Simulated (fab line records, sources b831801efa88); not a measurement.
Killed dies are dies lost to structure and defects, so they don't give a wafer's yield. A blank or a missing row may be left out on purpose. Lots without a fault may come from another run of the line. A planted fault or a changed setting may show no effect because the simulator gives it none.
Which tool did it? | flow gf180mcu | 12 lots, 36 wafers sampled, at 3 steps of a route of 602

WHAT THE GAUGES READ, wafer by wafer
GF_V5_CD_MEAS_14: target cd 260 nm.
lot  | measured     | on        | cd_nm (nm)
L828 | day 26 22:20 | cd_sem-02 | 262.5 262.3 263.1
L831 | day 27 22:21 | cd_sem-02 | 259.8 260.3 261.3
L832 | day 28 05:05 | cd_sem-02 | 261.8 262.3 262.0
L833 | day 28 14:49 | cd_sem-02 | 262.5 261.4 262.7
L834 | day 29 11:10 | cd_sem-02 | 260.5 261.5 260.8
L836 | day 29 16:52 | cd_sem-02 | 259.8 258.8 259.4
L837 | day 29 21:23 | cd_sem-02 | 260.6 260.2 259.1
L838 | day 30 11:32 | cd_sem-02 | 261.1 260.5 260.0
L839 | day 30 14:44 | cd_sem-02 | 259.9 260.5 260.0
L840 | day 30 22:41 | cd_sem-02 | 260.4 259.9 260.9
L849 | day 33 05:50 | cd_sem-02 | 265.1 268.2 261.2
L850 | day 33 11:49 | cd_sem-01 | 258.6 259.7 260.6

WHICH TOOL RAN EACH LOT (tool, then ch and the chambers of the sampled wafers, then the start)
lot  | GF_MIM_STRIP_20                      | GF_V5_EXPOSE_11
L828 | plasma_asher-04 ch 0,1, day 25 02:22 | krf_scanner-02 ch 0, day 26 12:02
L831 | plasma_asher-02 ch 0,1, day 26 03:10 | krf_scanner-02 ch 0, day 27 12:26
L832 | plasma_asher-04 ch 0,1, day 26 09:25 | krf_scanner-01 ch 0, day 27 19:16
L833 | plasma_asher-04 ch 0,1, day 26 21:10 | krf_scanner-01 ch 0, day 28 05:32
L834 | plasma_asher-04 ch 0,1, day 27 17:55 | krf_scanner-01 ch 0, day 29 01:43
L836 | plasma_asher-03 ch 0,1, day 28 01:18 | krf_scanner-01 ch 0, day 29 07:43
L837 | plasma_asher-02 ch 0,1, day 28 05:53 | krf_scanner-01 ch 0, day 29 12:16
L838 | plasma_asher-03 ch 0,1, day 28 19:59 | krf_scanner-02 ch 0, day 30 02:59
L839 | plasma_asher-03 ch 0, day 28 23:36   | krf_scanner-01 ch 0, day 30 06:10
L840 | plasma_asher-03 ch 0,1, day 29 08:11 | krf_scanner-01 ch 0, day 30 13:43
L849 | plasma_asher-04 ch 0,1, day 31 19:37 | krf_scanner-01 ch 0, day 32 21:40
L850 | plasma_asher-03 ch 0,1, day 32 02:26 | krf_scanner-02 ch 0, day 33 04:32
- GF_MIM_STRIP_20: strips in O2/N2.
- GF_V5_EXPOSE_11: exposes mask Via5, target cd 260 nm.

WHAT THE TOOLS THEMSELVES READ (means of the sampled wafers that have a number; where no wafer has one, the mark that the record gives instead)
GF_MIM_STRIP_20.
lot  | tool            | drypump_motor_current_A (A) | heater_power_w (W) | oes_product_au (a.u.) | strip_time_to_endpoint_s (s)
L828 | plasma_asher-04 | 5.2                         | 346                | 0.692                 | 11.23
L831 | plasma_asher-02 | 5.2                         | 298                | 0.692                 | 11.24
L832 | plasma_asher-04 | 5.1                         | 364                | 0.690                 | 11.22
L833 | plasma_asher-04 | 5.1                         | 367                | 0.692                 | 11.20
L834 | plasma_asher-04 | 5.3                         | 353                | 0.690                 | 11.22
L836 | plasma_asher-03 | 6.1                         | 320                | 0.690                 | 11.23
L837 | plasma_asher-02 | 5.2                         | 294                | 0.690                 | 11.22
L838 | plasma_asher-03 | 6.1                         | 324                | 0.693                 | 11.23
L839 | plasma_asher-03 | 6.1                         | 367                | 0.694                 | 11.27
L840 | plasma_asher-03 | 6.1                         | 343                | 0.697                 | 11.27
L849 | plasma_asher-04 | 5.2                         | 347                | 0.689                 | 11.22
L850 | plasma_asher-03 | 6.1                         | 327                | 0.693                 | 11.20

THE ANSWER, worked out from the rows above alone
Rule: what is usual is taken from the lots themselves. Put in order of their means at a reading, lots are off if they are a third of the lots or fewer, leave a main group of 4 or more, and stand apart from it by a gap of 3 or more times the standard deviation of the main group's means; of several such gaps the widest counts. A main group whose means are all the same, to the digits that the tables above print for the reading, isn't used. A lot without any number at a reading at which 4 lots or more have one is off too. The other lots that the step has rows for count as sound. The gauges are gone through in route order, then the tools' own readings, and for those a lot's mean is taken as printed above. The first step at which some lot is off is used, and at that step the reading that is off furthest; a lot without a number counts as furthest.
No lot is off at any reading shown: from this, nothing can be told.

WHAT THE SIMULATOR HAD PUT IN
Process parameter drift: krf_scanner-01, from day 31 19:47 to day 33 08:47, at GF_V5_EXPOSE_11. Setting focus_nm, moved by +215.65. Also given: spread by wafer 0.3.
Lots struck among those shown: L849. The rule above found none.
